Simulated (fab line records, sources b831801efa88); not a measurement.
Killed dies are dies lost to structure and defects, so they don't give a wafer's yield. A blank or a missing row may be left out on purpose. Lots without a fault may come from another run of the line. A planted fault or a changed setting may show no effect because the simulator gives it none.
Chamber matching | flow gf180mcu | GF_CONTACT_CVD_00 on hdpcvd-01: 3 sister chambers
The step deposits SiO2, target thk 300 nm, time 50 s. 14 wafers are shown with their chamber, then 7 later ones without.

WAFERS WITH THEIR CHAMBER
wafer  | chamber | sih4_flow_sccm (sccm)
L242.1 | 2       | 59.83
L242.2 | 0       | 60.02
L242.6 | 2       | 60.03
L244.1 | 2       | 60.26
L244.3 | 1       | 60.32
L244.6 | 0       | 59.79
L260.1 | 0       | 59.55
L260.3 | 1       | 60.12
L260.4 | 2       | 60.06
L261.1 | 2       | 59.97
L261.2 | 1       | 59.83
L261.5 | 2       | 59.85
L262.1 | 1       | 60.09
L262.4 | 1       | 59.92

SIGNATURES (means of the wafers above)
reading        | chamber 0 | chamber 1 | chamber 2 | scatter within a chamber
sih4_flow_sccm | 59.7867   | 60.0560   | 60.0000   | 0.186
Rule: a wafer's distance from a chamber is the root of the sum, over the readings, of the square of ((its reading less the chamber's mean) divided by the reading's scatter). The wafer belongs to the nearest chamber; if the next one is less than 2 further off, it can't be placed. The scatter: the root of (the sum of the squares of (reading less its chamber's mean) over the shown wafers, divided by (wafers less chambers)).

WAFERS WITHOUT THEIR CHAMBER
wafer  | sih4_flow_sccm (sccm)
L262.5 | 60.28
L264.1 | 60.15
L264.4 | 59.60
L264.5 | 59.96
L263.3 | 60.18
L263.4 | 59.63
L263.5 | 60.08

WHICH CHAMBER EACH WENT THROUGH
wafer  | from the rows above          | in truth
L262.5 | can't be placed: 1 or 2 or 0 | 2
L264.1 | can't be placed: 1 or 2 or 0 | 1
L264.4 | can't be placed: 0 or 2 or 1 | 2
L264.5 | can't be placed: 2 or 1 or 0 | 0
L263.3 | can't be placed: 1 or 2 or 0 | 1
L263.4 | can't be placed: 0 or 2 or 1 | 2
L263.5 | can't be placed: 1 or 2 or 0 | 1
Placed correctly: 0 of 7. Can't be placed from these rows: 7 (the true chamber is among the candidates in 7). Placed wrongly: 0.
